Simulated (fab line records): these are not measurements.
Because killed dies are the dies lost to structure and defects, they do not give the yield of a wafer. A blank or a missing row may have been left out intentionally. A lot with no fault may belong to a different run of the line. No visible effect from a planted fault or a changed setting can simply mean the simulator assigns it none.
Matching of chambers / flow gf180mcu / rie si-02 running GF_STI_ETCH_14: 4 sister chambers
The step etches Si in HBr/Cl2/O2, target depth 360 nm, time 102.9 s. 16 wafers are shown with their chamber, then 8 later ones without.

WAFERS, EACH WITH ITS CHAMBER
wafer=L933.2; chamber=1; drypump motor current A (A)=5.1; run length s (s)=130.7; oes product au (a.u.)=1.007
wafer=L933.4; chamber=1; drypump motor current A (A)=5.1; run length s (s)=131.1; oes product au (a.u.)=0.989
wafer=L933.5; chamber=3; drypump motor current A (A)=5.7; run length s (s)=130.7; oes product au (a.u.)=0.991
wafer=L940.1; chamber=2; drypump motor current A (A)=5.5; run length s (s)=131.0; oes product au (a.u.)=0.986
wafer=L940.2; chamber=3; drypump motor current A (A)=5.7; run length s (s)=130.7; oes product au (a.u.)=0.986
wafer=L940.6; chamber=0; drypump motor current A (A)=6.4; run length s (s)=132.0; oes product au (a.u.)=1.009
wafer=L941.2; chamber=3; drypump motor current A (A)=5.7; run length s (s)=131.0; oes product au (a.u.)=0.996
wafer=L941.3; chamber=1; drypump motor current A (A)=5.1; run length s (s)=131.6; oes product au (a.u.)=0.994
wafer=L941.5; chamber=3; drypump motor current A (A)=5.7; run length s (s)=131.2; oes product au (a.u.)=0.990
wafer=L943.1; chamber=1; drypump motor current A (A)=5.0; run length s (s)=131.2; oes product au (a.u.)=0.984
wafer=L943.2; chamber=2; drypump motor current A (A)=5.5; run length s (s)=131.4; oes product au (a.u.)=0.983
wafer=L943.4; chamber=0; drypump motor current A (A)=6.4; run length s (s)=132.0; oes product au (a.u.)=0.998
wafer=L945.1; chamber=2; drypump motor current A (A)=5.5; run length s (s)=130.9; oes product au (a.u.)=0.997
wafer=L945.3; chamber=3; drypump motor current A (A)=5.7; run length s (s)=130.7; oes product au (a.u.)=0.998
wafer=L945.5; chamber=0; drypump motor current A (A)=6.4; run length s (s)=132.1; oes product au (a.u.)=1.014
wafer=L946.3; chamber=2; drypump motor current A (A)=5.5; run length s (s)=131.3; oes product au (a.u.)=0.992

SIGNATURES, as means of the wafers listed above
reading=drypump motor current A; chamber 0=6.400; chamber 1=5.075; chamber 2=5.500; chamber 3=5.700; scatter within a chamber=0.025
reading=run length s; chamber 0=132.033; chamber 1=131.150; chamber 2=131.150; chamber 3=130.860; scatter within a chamber=0.258
reading=oes product au; chamber 0=1.00700; chamber 1=0.99350; chamber 2=0.98950; chamber 3=0.99220; scatter within a chamber=0.00728
Rule: for a wafer and a chamber, the distance is found by dividing, reading by reading, the gap between the wafer's reading and the chamber's mean by the reading's scatter, squaring, summing and taking the root. The wafer belongs to the nearest chamber; if the next one is less than 2 further off, it can't be placed. The scatter: the root of (the sum of the squares of (reading less its chamber's mean) over the shown wafers, divided by (wafers less chambers)).

WAFERS WITH NO CHAMBER GIVEN
wafer=L946.4; drypump motor current A (A)=6.4; run length s (s)=131.7; oes product au (a.u.)=1.010
wafer=L946.5; drypump motor current A (A)=5.5; run length s (s)=131.9; oes product au (a.u.)=0.986
wafer=L949.1; drypump motor current A (A)=5.1; run length s (s)=131.5; oes product au (a.u.)=0.992
wafer=L949.2; drypump motor current A (A)=5.5; run length s (s)=131.2; oes product au (a.u.)=1.004
wafer=L949.5; drypump motor current A (A)=5.1; run length s (s)=130.9; oes product au (a.u.)=0.999
wafer=L952.2; drypump motor current A (A)=5.1; run length s (s)=131.1; oes product au (a.u.)=0.998
wafer=L952.4; drypump motor current A (A)=5.5; run length s (s)=131.4; oes product au (a.u.)=0.991
wafer=L952.5; drypump motor current A (A)=6.4; run length s (s)=132.2; oes product au (a.u.)=0.991

EACH ONE'S CHAMBER
wafer=L946.4; from the rows above=0; in truth=0
wafer=L946.5; from the rows above=2; in truth=2
wafer=L949.1; from the rows above=1; in truth=1
wafer=L949.2; from the rows above=2; in truth=2
wafer=L949.5; from the rows above=1; in truth=1
wafer=L952.2; from the rows above=1; in truth=1
wafer=L952.4; from the rows above=2; in truth=2
wafer=L952.5; from the rows above=0; in truth=0
Correct placement for 8 of the 8. Left unplaced by these rows: 0. 0 placed wrongly.
